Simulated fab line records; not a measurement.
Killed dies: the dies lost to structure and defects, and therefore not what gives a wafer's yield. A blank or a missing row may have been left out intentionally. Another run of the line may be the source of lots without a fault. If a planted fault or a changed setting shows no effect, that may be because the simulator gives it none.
Matching of chambers	flow gf180mcu	4 sister chambers for GF_V4_CMP_26 on cmp-02
The step polishes, stops on SiO2, t overpolish 15 s, target thk 0 nm. 4 wafers are shown with their chamber, then 7 later ones without.

== WAFERS PAIRED WITH THEIR CHAMBERS ==
wafer	chamber	motor_current_A (A)
L258.6	0	10.7
L260.6	2	11.2
L262.2	1	9.9
L262.3	3	10.8

== WAFERS WITH NO CHAMBER GIVEN ==
wafer	motor_current_A (A)
L262.4	10.6
L265.1	11.3
L265.3	10.3
L265.4	10.3
L274.1	10.1
L274.3	10.6
L274.4	11.1

== CHAMBER TAKEN BY EACH ==
wafer	from the rows above	in truth
L262.4	can't be placed: 0 or 3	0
L265.1	can't be placed: 2 or 3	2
L265.3	can't be placed: 0 or 1 or 3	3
L265.4	can't be placed: 0 or 1 or 3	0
L274.1	can't be placed: 1 or 0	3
L274.3	can't be placed: 0 or 3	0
L274.4	can't be placed: 2 or 3 or 0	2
Correct placement for 0 of the 7. From these rows, 7 cannot be placed; in 6 the true chamber is one of the candidates. 0 placed wrongly.
How it was worked out, from the rows above alone: a wafer's distance from a chamber is the root of the sum, over the readings, of the square of ((its reading less the chamber's mean) divided by the reading's scatter). If the next closest chamber is less than 2 further off than the closest, the wafer can't be placed; otherwise it belongs to the closest. A chamber's mean is the mean of its shown wafers. The scatter: root of mean squared gap, hidden wafer to nearest shown wafer, with one shown wafer a chamber.
